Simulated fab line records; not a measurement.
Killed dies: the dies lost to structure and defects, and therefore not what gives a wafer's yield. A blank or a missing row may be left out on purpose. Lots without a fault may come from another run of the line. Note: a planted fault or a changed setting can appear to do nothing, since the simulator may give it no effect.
The tool behind it: which one?	flow sky130	Sampling: 10 lots, 30 wafers, 5 of 708 route steps

## WHAT EACH GAUGE READ, for each wafer
SKY_PASSIVATION_THK_MEAS_01.
lot	measured	on	PASSIVATION_CVD_00_THK (nm)
L558	day 44 14:48	film-metro-02	91.2 90.3 91.2
L559	day 44 20:13	film-metro-02	91.9 90.8 90.0
L561	day 45 06:39	film-metro-01	90.7 92.3 91.6
L566	day 46 13:28	film-metro-01	90.3 90.5 91.0
L570	day 47 08:50	film-metro-02	90.2 91.4 39.9
L571	day 47 16:19	film-metro-03	38.4 89.2 39.2
L575	day 48 07:49	film-metro-01	89.3 87.9 90.4
L579	day 49 06:19	film-metro-03	88.9 89.2 90.6
L580	day 49 11:04	film-metro-03	91.3 90.6 90.7
L581	day 49 16:24	film-metro-03	88.7 90.7 91.3

## WHICH TOOL RAN EACH LOT (tool, then ch and the chambers of the sampled wafers, then the start)
lot	SKY_METAL4_SPUTTER_03	SKY_VIA4_ETCH_12	SKY_VIA4_CMP_21	SKY_PASSIVATION_CVD_00
L558	pvd-sputter-04, day 40 12:29	rie-diel-03 ch 0,1,2, day 43 13:26	cmp-01 ch 0,1,2, day 43 14:32	pecvd-01 ch 0,2, day 44 14:46
L559	pvd-sputter-01, day 40 19:37	rie-diel-04 ch 1,3, day 43 19:26	cmp-02 ch 1,2,3, day 43 20:35	pecvd-02 ch 0,2, day 44 20:11
L561	pvd-sputter-04, day 41 06:23	rie-diel-04 ch 0,1,2, day 44 05:30	cmp-02 ch 1,2, day 44 06:41	pecvd-02 ch 0,2, day 45 06:37
L566	pvd-sputter-02, day 42 13:45	rie-diel-04 ch 0,1,3, day 45 12:23	cmp-02 ch 0,3, day 45 13:29	pecvd-01 ch 0,1, day 46 13:26
L570	pvd-sputter-01, day 43 11:28	rie-diel-04 ch 0,1,2, day 46 09:20	cmp-02 ch 1,2, day 46 10:24	pecvd-02 ch 1,2, day 47 08:47
L571	pvd-sputter-02, day 43 21:10	rie-diel-03 ch 0,1,3, day 46 17:45	cmp-02 ch 1,3, day 46 18:52	pecvd-02 ch 0,2, day 47 16:17
L575	pvd-sputter-04, day 44 13:27	rie-diel-02 ch 0,1,2, day 47 09:45	cmp-01 ch 0,2,3, day 47 10:49	pecvd-03 ch 0,1, day 48 07:47
L579	pvd-sputter-02, day 45 17:15	rie-diel-02 ch 0,1,2, day 48 09:30	cmp-01 ch 0,2,3, day 48 10:35	pecvd-01 ch 1,2, day 49 06:17
L580	pvd-sputter-04, day 45 22:46	rie-diel-03 ch 1,2, day 48 14:14	cmp-02 ch 1,2, day 48 15:18	pecvd-03 ch 0,1,2, day 49 11:01
L581	pvd-sputter-02, day 46 07:14	rie-diel-02 ch 0,1,3, day 48 21:20	cmp-02 ch 0,2,3, day 48 22:23	pecvd-03 ch 0,1, day 49 16:22
- SKY_METAL4_SPUTTER_03: material Ti, target thk 5 nm, time 3.3 s.
- SKY_VIA4_ETCH_12: etches SiO2 in C4F8/O2/Ar, stops on TiN, target depth 580 nm.
- SKY_VIA4_CMP_21: polishes, stops on SiO2, t overpolish 25 s, target thk 0 nm.
- SKY_PASSIVATION_CVD_00: deposits SiO2, target thk 90 nm.

## THE ANSWER, worked out from the rows above alone
Rule: the lots themselves supply what counts as usual. Put in order of their means at a reading, lots are off if they are a third of the lots or fewer, leave a main group of 4 or more, and stand apart from it by a gap of 3 or more times the standard deviation of the main group's means; of several such gaps the widest counts. Not used: any main group whose means are identical at the precision the tables above print for the reading. Also off: a lot with no number at a reading for which 4 or more lots have one. The other lots that the step has rows for count as sound.
Off: at SKY_PASSIVATION_THK_MEAS_01 (PASSIVATION_CVD_00_THK), L570, L571. Main group: mean 90.5 nm, sd 0.72.
If a tool, at a process step before that reading, ran all the lots that are off and no sound lot after the first of them, it fits. Gauges at SKY_PASSIVATION_THK_MEAS_01: tried the same way as those tools. One fits: SKY_PASSIVATION_CVD_00 on pecvd-02. Its last sound lot is L561 (day 45 06:37), its first lot that is off L570 (day 47 08:47): a fault that began between those two fits.

## WHAT HAD BEEN PUT IN BY THE SIMULATOR
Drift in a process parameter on pecvd-02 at SKY_PASSIVATION_CVD_00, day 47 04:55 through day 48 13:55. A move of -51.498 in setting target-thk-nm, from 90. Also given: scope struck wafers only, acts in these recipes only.
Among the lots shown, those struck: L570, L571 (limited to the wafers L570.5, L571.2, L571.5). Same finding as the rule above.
